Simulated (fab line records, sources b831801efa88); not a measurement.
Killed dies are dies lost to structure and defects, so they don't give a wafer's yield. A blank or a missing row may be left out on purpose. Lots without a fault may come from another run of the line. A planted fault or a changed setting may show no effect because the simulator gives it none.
Which tool did it? | flow sky130 | 7 lots, 21 wafers sampled, at 2 steps of a route of 708

WHAT THE GAUGES READ, wafer by wafer
SKY_NWELL_TW_MEAS_15.
lot  | measured     | on            | NWELL_TW
L816 | day 5 00:22  | film_metro-03 | 1784 1805 1808
L821 | day 6 04:39  | film_metro-04 | 1860 1860 1853
L823 | day 6 16:07  | film_metro-04 | 1859 1858 1832
L825 | day 7 06:40  | film_metro-01 | 1822 1815 1823
L831 | day 8 16:09  | film_metro-04 | 1852 1860 1847
L836 | day 9 17:49  | film_metro-01 | 1714 1711 1714
L838 | day 10 03:03 | film_metro-04 | 1872 1868 1881

WHICH TOOL RAN EACH LOT (tool, then ch and the chambers of the sampled wafers, then the start)
lot  | SKY_NWELL_IMPLANT_11
L816 | implanter-02 ch 0, day 4 23:49
L821 | implanter-04 ch 0, day 6 04:07
L823 | implanter-02 ch 0, day 6 15:35
L825 | implanter-02 ch 0, day 7 06:08
L831 | implanter-04 ch 0, day 8 15:37
L836 | implanter-04 ch 0, day 9 17:19
L838 | implanter-01 ch 0, day 10 02:31
- SKY_NWELL_IMPLANT_11

THE ANSWER, worked out from the rows above alone
Rule: what is usual is taken from the lots themselves. Put in order of their means at a reading, lots are off if they are a third of the lots or fewer, leave a main group of 4 or more, and stand apart from it by a gap of 3 or more times the standard deviation of the main group's means; of several such gaps the widest counts. A main group whose means are all the same, to the digits that the tables above print for the reading, isn't used. A lot without any number at a reading at which 4 lots or more have one is off too. The other lots that the step has rows for count as sound.
Off: L836, at SKY_NWELL_TW_MEAS_15 (NWELL_TW). The main group: mean 1842, standard deviation 25.
A tool fits if, at a process step before that reading, it ran every lot that is off, and no sound lot after the first of them. The gauges at SKY_NWELL_TW_MEAS_15 are tried like those tools. Can't be told from this: 2 tools fit, implanter-04 at SKY_NWELL_IMPLANT_11, film_metro-01 at SKY_NWELL_TW_MEAS_15.

WHAT THE SIMULATOR HAD PUT IN
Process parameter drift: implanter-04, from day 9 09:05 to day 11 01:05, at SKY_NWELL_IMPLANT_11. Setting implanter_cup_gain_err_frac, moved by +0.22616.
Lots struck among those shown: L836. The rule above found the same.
